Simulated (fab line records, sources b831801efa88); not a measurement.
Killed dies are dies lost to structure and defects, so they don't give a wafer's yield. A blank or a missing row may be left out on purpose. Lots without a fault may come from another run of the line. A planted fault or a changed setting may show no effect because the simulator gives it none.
A struck lot beside a sound one | flow sky130 | 17 steps out of a route of 708
Sound: wafers L628.2, L628.3, L628.4. Struck: wafers L634.1, L634.4, L634.5. The cause comes at the end.
At each step with rows: each side's tool, then ch and its chambers, then its first start. Under that, the readings that differ: sound wafers | struck wafers | difference of the means | sigmas: that difference in standard deviations of wafers without a fault.
alike: readings whose means differ by less than 2 such deviations, and words and numbers that are the same on both sides. not compared: withheld readings, readings that some wafer has no value for, bounds like >300 that may hide the same value, and numbers for which the record gives no deviation and whose values overlap.
The two part at a step that has a row with sigmas, a row that says differs or no value, or rows on one side only. Numbers that don't overlap but have no deviation are shown without sigmas and don't part them. A reading that every wafer of one side lacks parts them only if that side has two wafers or more.

first, 1 step without rows for these wafers: SKY_VT_ADJUST_PCH_IMPLANT_08.
SKY_VT_ADJUST_PCH_STRIP_09: strips in O2/N2.
  sound on plasma_asher-03 ch 0,1, day 10 07:27; struck on plasma_asher-03 ch 0, day 12 06:49
  alike: drypump_motor_current_A, oes_product_au, strip_time_to_endpoint_s
  not compared: rf_hours_counter_h
SKY_VT_ADJUST_PCH_TW_MEAS_10:
  sound on film_metro-04, day 10 07:34; struck on film_metro-01, day 12 06:55
  alike: VT_ADJUST_PCH_TW
then, 7 steps without rows for these wafers: SKY_SONOS_TUNNEL_DEHYDRATE_00 (time 60 s); SKY_SONOS_TUNNEL_HMDS_01 (prime time 60 s); SKY_SONOS_TUNNEL_COAT_02 (resist thk 1140 nm); SKY_SONOS_TUNNEL_SOFTBAKE_03 (time 60 s); SKY_SONOS_TUNNEL_EXPOSE_04 (exposes mask TUNM, target cd 410 nm); SKY_SONOS_TUNNEL_PEB_05; SKY_SONOS_TUNNEL_DEVELOP_06 (develop time 60 s).
SKY_SONOS_TUNNEL_CD_MEAS_07: target cd 410 nm.
  sound on cd_sem-01, day 11 07:07; struck on cd_sem-01, day 13 06:54
  alike: cd_nm
SKY_SONOS_TUNNEL_OVL_MEAS_08:
  sound on overlay-01, day 11 07:14; struck on overlay-02, day 13 07:01
  alike: SONOS_TUNNEL_OVL
SKY_SONOS_TUNNEL_IMPLANT_09:
  sound on implanter-04 ch 0, day 11 07:17; struck on implanter-01 ch 0, day 13 07:04
  reading                   | sound             | struck            | difference | sigmas
  implant_ion_amu           | 11 11 11          | 31 31 31          | +20        |
  model.implant.rp_nm (nm)  | 66.28 66.28 66.28 | 27.16 27.16 27.16 | -39.12     |
  model.implant.drp_nm (nm) | 28.34 28.34 28.34 | 12.97 12.97 12.97 | -15.37     |
then, 2 steps without rows for these wafers: SKY_SONOS_TUNNEL_WET_ETCH_10 (etches SiO2 in dHF, target depth 14 nm, time 280 s); SKY_SONOS_TUNNEL_STRIP_11 (strips in SPM, time 600 s).
SKY_SONOS_TUNNEL_TW_MEAS_12:
  sound on film_metro-01, day 11 07:41; struck on film_metro-03, day 13 07:43
  reading         | sound             | struck            | difference | sigmas
  SONOS_TUNNEL_TW | 197.0 197.2 196.6 | 374.6 373.1 375.5 | +177.5     | +99 or more
  not compared: hold
SKY_PAD_OPEN_PROBE_99:
  the record has rows for the sound wafers here (prober-01, day 45 16:22) and none for the struck ones

WHERE THEY PART
First at SKY_SONOS_TUNNEL_TW_MEAS_12; last, within this record, at SKY_PAD_OPEN_PROBE_99.

WHY: what the simulator had put in
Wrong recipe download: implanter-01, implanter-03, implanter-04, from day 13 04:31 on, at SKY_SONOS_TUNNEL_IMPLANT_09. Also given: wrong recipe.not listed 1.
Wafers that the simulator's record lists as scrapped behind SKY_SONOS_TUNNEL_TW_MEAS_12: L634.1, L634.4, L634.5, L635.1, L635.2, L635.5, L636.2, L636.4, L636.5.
